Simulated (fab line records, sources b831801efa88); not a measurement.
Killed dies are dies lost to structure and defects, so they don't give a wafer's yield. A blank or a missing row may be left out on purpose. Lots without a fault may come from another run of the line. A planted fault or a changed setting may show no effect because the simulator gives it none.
Which tool did it? | flow gf180mcu | 7 lots, 21 wafers sampled, at 1 step of a route of 602

WHAT THE GAUGES READ, wafer by wafer
GF_VT_IMPLANT_TW_MEAS_10.
lot  | measured     | on            | VT_IMPLANT_TW
L846 | day 6 04:53  | film_metro-02 | 562.7 559.1 561.2
L850 | day 7 04:03  | film_metro-04 | 563.5 568.0 562.2
L853 | day 7 21:20  | film_metro-02 | 563.8 562.1 563.0
L856 | day 8 18:58  | film_metro-02 | 560.9 563.3 559.0
L858 | day 9 05:43  | film_metro-02 | 561.9 560.0 562.6
L860 | day 9 18:34  | film_metro-04 | 560.7 563.0 562.2
L863 | day 10 10:58 | film_metro-04 | 566.6 567.1 563.5

WHICH TOOL RAN EACH LOT (tool, then ch and the chambers of the sampled wafers, then the start)
The record holds no process step before these readings.

THE ANSWER, worked out from the rows above alone
Rule: what is usual is taken from the lots themselves. Put in order of their means at a reading, lots are off if they are a third of the lots or fewer, leave a main group of 4 or more, and stand apart from it by a gap of 3 or more times the standard deviation of the main group's means; of several such gaps the widest counts. A main group whose means are all the same, to the digits that the tables above print for the reading, isn't used. A lot without any number at a reading at which 4 lots or more have one is off too. The other lots that the step has rows for count as sound.
No lot is off at any reading shown: from this, nothing can be told.

WHAT THE SIMULATOR HAD PUT IN
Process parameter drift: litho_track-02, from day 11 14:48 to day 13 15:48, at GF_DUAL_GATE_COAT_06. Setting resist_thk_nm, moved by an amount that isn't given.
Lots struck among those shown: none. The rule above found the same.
